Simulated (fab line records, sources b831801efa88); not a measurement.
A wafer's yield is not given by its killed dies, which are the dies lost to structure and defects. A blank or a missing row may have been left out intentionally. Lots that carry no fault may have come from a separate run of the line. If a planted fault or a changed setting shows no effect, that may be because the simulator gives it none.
Chamber matching / flow sky130 / SKY_POLY_GATE_ETCH_16 on rie-diel-01: 3 sister chambers
The step etches Si3N4 in CH3F/O2, stops on poly-Si, time 147.5 s, target depth 75 nm. 16 wafers are shown with their chamber, then 5 later ones without.

EACH WAFER AND ITS CHAMBER
wafer=L373.4; chamber=1; drypump-motor-current-A (A)=6.1; oes-product-au (a.u.)=0.630; throttle-valve-pct (%)=10.552
wafer=L373.5; chamber=1; drypump-motor-current-A (A)=6.1; oes-product-au (a.u.)=0.638; throttle-valve-pct (%)=10.517
wafer=L373.6; chamber=2; drypump-motor-current-A (A)=5.7; oes-product-au (a.u.)=0.635; throttle-valve-pct (%)=10.529
wafer=L378.1; chamber=3; drypump-motor-current-A (A)=5.1; oes-product-au (a.u.)=0.629; throttle-valve-pct (%)=10.536
wafer=L378.3; chamber=1; drypump-motor-current-A (A)=6.0; oes-product-au (a.u.)=0.639; throttle-valve-pct (%)=10.532
wafer=L378.5; chamber=1; drypump-motor-current-A (A)=6.1; oes-product-au (a.u.)=0.645; throttle-valve-pct (%)=10.514
wafer=L379.3; chamber=1; drypump-motor-current-A (A)=6.0; oes-product-au (a.u.)=0.646; throttle-valve-pct (%)=10.539
wafer=L379.4; chamber=2; drypump-motor-current-A (A)=5.7; oes-product-au (a.u.)=0.631; throttle-valve-pct (%)=10.538
wafer=L379.6; chamber=3; drypump-motor-current-A (A)=5.1; oes-product-au (a.u.)=0.643; throttle-valve-pct (%)=10.538
wafer=L380.2; chamber=1; drypump-motor-current-A (A)=6.1; oes-product-au (a.u.)=0.641; throttle-valve-pct (%)=10.532
wafer=L380.3; chamber=2; drypump-motor-current-A (A)=5.7; oes-product-au (a.u.)=0.638; throttle-valve-pct (%)=10.534
wafer=L380.6; chamber=1; drypump-motor-current-A (A)=6.0; oes-product-au (a.u.)=0.642; throttle-valve-pct (%)=10.530
wafer=L381.1; chamber=2; drypump-motor-current-A (A)=5.7; oes-product-au (a.u.)=0.641; throttle-valve-pct (%)=10.530
wafer=L381.2; chamber=3; drypump-motor-current-A (A)=5.1; oes-product-au (a.u.)=0.634; throttle-valve-pct (%)=10.539
wafer=L381.3; chamber=1; drypump-motor-current-A (A)=6.0; oes-product-au (a.u.)=0.638; throttle-valve-pct (%)=10.506
wafer=L383.1; chamber=3; drypump-motor-current-A (A)=5.1; oes-product-au (a.u.)=0.635; throttle-valve-pct (%)=10.527

SIGNATURES (means of the wafers above)
reading=drypump-motor-current-A; chamber 1=6.050; chamber 2=5.700; chamber 3=5.100; scatter within a chamber=0.0392
reading=oes-product-au; chamber 1=0.63987; chamber 2=0.63625; chamber 3=0.63525; scatter within a chamber=0.00504
reading=throttle-valve-pct; chamber 1=10.52775; chamber 2=10.53275; chamber 3=10.53500; scatter within a chamber=0.0113
Rule: for each reading, subtract the chamber's mean from the wafer's reading, divide by that reading's scatter and square the result; add these up over the readings and take the root, which gives the wafer's distance from the chamber. The wafer belongs to the nearest chamber; if the next one is less than 2 further off, it can't be placed. How the scatter is found: for the shown wafers, subtract from each reading the mean of its chamber, square and add these, divide the total by (wafers less chambers), then take the root.

WAFERS MISSING THEIR CHAMBER
wafer=L383.3; drypump-motor-current-A (A)=5.7; oes-product-au (a.u.)=0.641; throttle-valve-pct (%)=10.522
wafer=L383.4; drypump-motor-current-A (A)=6.1; oes-product-au (a.u.)=0.642; throttle-valve-pct (%)=10.524
wafer=L384.1; drypump-motor-current-A (A)=5.7; oes-product-au (a.u.)=0.642; throttle-valve-pct (%)=10.552
wafer=L388.3; drypump-motor-current-A (A)=5.1; oes-product-au (a.u.)=0.642; throttle-valve-pct (%)=10.517
wafer=L388.4; drypump-motor-current-A (A)=5.7; oes-product-au (a.u.)=0.639; throttle-valve-pct (%)=10.535

WHICH CHAMBER EACH ONE RAN IN
wafer=L383.3; from the rows above=2; in truth=2
wafer=L383.4; from the rows above=1; in truth=1
wafer=L384.1; from the rows above=2; in truth=2
wafer=L388.3; from the rows above=3; in truth=3
wafer=L388.4; from the rows above=2; in truth=2
Placed correctly: 5 of 5. Number that these rows cannot place: 0. Placed wrongly: 0.
